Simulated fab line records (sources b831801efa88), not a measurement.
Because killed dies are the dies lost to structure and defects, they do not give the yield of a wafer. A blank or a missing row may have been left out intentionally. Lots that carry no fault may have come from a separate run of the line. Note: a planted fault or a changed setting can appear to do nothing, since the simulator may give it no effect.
Which tool did it? | flow gf180mcu | 13 lots with 39 wafers sampled at 4 steps, on a route of 602 steps

WHAT THE GAUGES READ, wafer by wafer
GF_M3_RS_MEAS_05: measures by four-point-probe.
lot  | measured     | on            | M3_ALCU_RS (ohm/sq)
L710 | day 20 13:33 | film metro-03 | 0.0690 0.0682 0.0685
L711 | day 21 00:13 | film metro-03 | 0.0695 0.0694 0.0695
L714 | day 21 17:43 | film metro-02 | 0.0687 0.0700 0.0692
L715 | day 22 09:49 | film metro-03 | 0.0702 0.0704 0.0688
L716 | day 22 15:07 | film metro-03 | 0.0684 0.0684 0.0688
L717 | day 23 10:58 | film metro-01 | 0.0687 0.0689 0.0688
L721 | day 24 18:55 | film metro-03 | 0.0688 0.0696 0.0691
L725 | day 26 04:00 | film metro-03 | 0.0696 0.0697 0.0706
L726 | day 26 10:35 | film metro-03 | 0.0693 0.0697 0.0693
L728 | day 26 14:47 | film metro-01 | 0.0696 0.0699 0.0695
L727 | day 26 18:12 | film metro-01 | 0.0694 0.0698 0.0687
L731 | day 27 10:22 | film metro-03 | 0.0693 0.0696 0.0683
L733 | day 27 21:02 | film metro-02 | 0.0705 0.0694 0.0700

GF_V3_BOW_MEAS_05.
lot  | measured     | on            | V3_BOW (um)
L710 | day 21 14:41 | film metro-04 | 123 117 120
L711 | day 22 01:41 | film metro-04 | 119 118 134
L714 | day 22 18:41 | film metro-03 | 124 121 125
L715 | day 23 09:58 | film metro-01 | 128 120 112
L716 | day 23 15:38 | film metro-03 | 102 118 107
L717 | day 24 11:03 | film metro-03 | 108 109 106
L721 | day 25 17:48 | film metro-03 | 99 114 107
L725 | day 27 01:44 | film metro-03 | 109 107 112
L726 | day 27 07:32 | film metro-04 | 115 126 112
L728 | day 27 12:06 | film metro-01 | 122 126 118
L727 | day 27 15:40 | film metro-03 | 124 125 133
L731 | day 28 07:18 | film metro-01 | 127 138 123
L733 | day 28 17:22 | film metro-03 | 123 125 122

TOOL THAT RAN EACH LOT (tool first, then ch and the chambers of the sampled wafers, then the start)
lot  | GF_M2_SPUTTER_00             | GF_V2_CVD_23
L710 | pvd sputter-02, day 18 10:52 | cvd w-01 ch 0,1, day 20 12:44
L711 | pvd sputter-04, day 18 20:31 | cvd w-01 ch 1, day 20 23:24
L714 | pvd sputter-02, day 19 14:35 | cvd w-01 ch 0,1, day 21 16:53
L715 | pvd sputter-02, day 20 07:25 | cvd w-01 ch 0,1, day 22 08:59
L716 | pvd sputter-02, day 20 11:43 | cvd w-02 ch 0,1, day 22 14:18
L717 | pvd sputter-01, day 21 08:46 | cvd w-01 ch 0,1, day 23 10:08
L721 | pvd sputter-01, day 22 19:04 | cvd w-02 ch 0,1, day 24 18:07
L725 | pvd sputter-01, day 24 06:20 | cvd w-01 ch 0,1, day 26 03:11
L726 | pvd sputter-04, day 24 13:15 | cvd w-02 ch 0,1, day 26 09:46
L728 | pvd sputter-04, day 24 18:01 | cvd w-02 ch 0,1, day 26 13:59
L727 | pvd sputter-04, day 24 21:10 | cvd w-01 ch 0,1, day 26 17:23
L731 | pvd sputter-04, day 25 14:43 | cvd w-02 ch 0,1, day 27 09:32
L733 | pvd sputter-01, day 26 00:42 | cvd w-02 ch 0,1, day 27 20:14
- GF_M2_SPUTTER_00: material Ti, target thk 37.5 nm, time 150 s.
- GF_V2_CVD_23: deposits W, target thk 350 nm, time 104.94 s.

AS READ BY THE TOOLS THEMSELVES (means over the sampled wafers that have a number; for cases with no such wafer, the mark the record gives instead)
GF_M2_SPUTTER_00.
lot  | tool           | cathode dc power W (W) | throttle valve pct (%)
L710 | pvd sputter-02 | 3999.5                 | 29.5
L711 | pvd sputter-04 | 3999.4                 | 28.5
L714 | pvd sputter-02 | 3999.3                 | 29.3
L715 | pvd sputter-02 | 4000.1                 | 29.0
L716 | pvd sputter-02 | 3999.5                 | 29.3
L717 | pvd sputter-01 | 4000.9                 | 29.8
L721 | pvd sputter-01 | 3999.2                 | 29.9
L725 | pvd sputter-01 | 4000.3                 | 29.5
L726 | pvd sputter-04 | 3999.0                 | 28.6
L728 | pvd sputter-04 | 3999.7                 | 29.6
L727 | pvd sputter-04 | 4000.5                 | 29.1
L731 | pvd sputter-04 | 3999.5                 | 29.1
L733 | pvd sputter-01 | 3999.3                 | 30.0

GF_V2_CVD_23.
lot  | tool     | chamber pressure Torr (Torr) | heater power w (W)
L710 | cvd w-01 | 40.00                        | 846
L711 | cvd w-01 | 39.85                        | 862
L714 | cvd w-01 | 39.94                        | 851
L715 | cvd w-01 | 40.01                        | 852
L716 | cvd w-02 | 39.90                        | 873
L717 | cvd w-01 | 39.89                        | 832
L721 | cvd w-02 | 39.90                        | 868
L725 | cvd w-01 | 42.84                        | 836
L726 | cvd w-02 | 40.04                        | 895
L728 | cvd w-02 | 40.01                        | 884
L727 | cvd w-01 | 42.77                        | 857
L731 | cvd w-02 | 40.20                        | 880
L733 | cvd w-02 | 40.02                        | 890

THE ANSWER, worked out from the rows above alone
Rule: what is usual is taken from the lots themselves. The widest of any qualifying gaps counts: lots, ordered by their means at a reading, are off when they make up no more than a third of the lots, leave a main group of 4 or more, and stand apart from it by 3 or more times the standard deviation of that group's means. Not used: any main group whose means are identical at the precision the tables above print for the reading. Also off: a lot with no number at a reading for which 4 or more lots have one. All remaining lots with rows at the step are treated as sound. Order of review: gauges by route order, followed by the tools' own readings, for which a lot's mean as printed above is used. The first step at which some lot is off is used, and at that step the reading that is off furthest; a lot without a number counts as furthest.
Off: L725, L727, at GF_V2_CVD_23 (chamber pressure Torr). The main group has a mean of 39.98 Torr with a standard deviation of 0.093.
If a tool, at that step or one of the process steps before it, ran each lot that is off and ran no sound lot following the first of them, it fits. One fits: GF_V2_CVD_23 on cvd w-01. A fault onset in the window from L717 (day 23 10:08, its last sound lot) to L725 (day 26 03:11, its first lot off) fits.
The tool's own readings at GF_V2_CVD_23 bear it out: on the lots that are off they differ by more than 5 times the standard deviation of the sound lots' means. chamber pressure Torr reads 42.81 Torr there against 39.98 Torr on the sound lots.

WHAT THE SIMULATOR HAD INSERTED
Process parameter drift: cvd w-01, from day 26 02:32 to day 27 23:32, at GF_V2_CVD_23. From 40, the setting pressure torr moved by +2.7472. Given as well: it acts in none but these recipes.
Lots struck among those shown: L725, L727. The rule above reached the same finding.
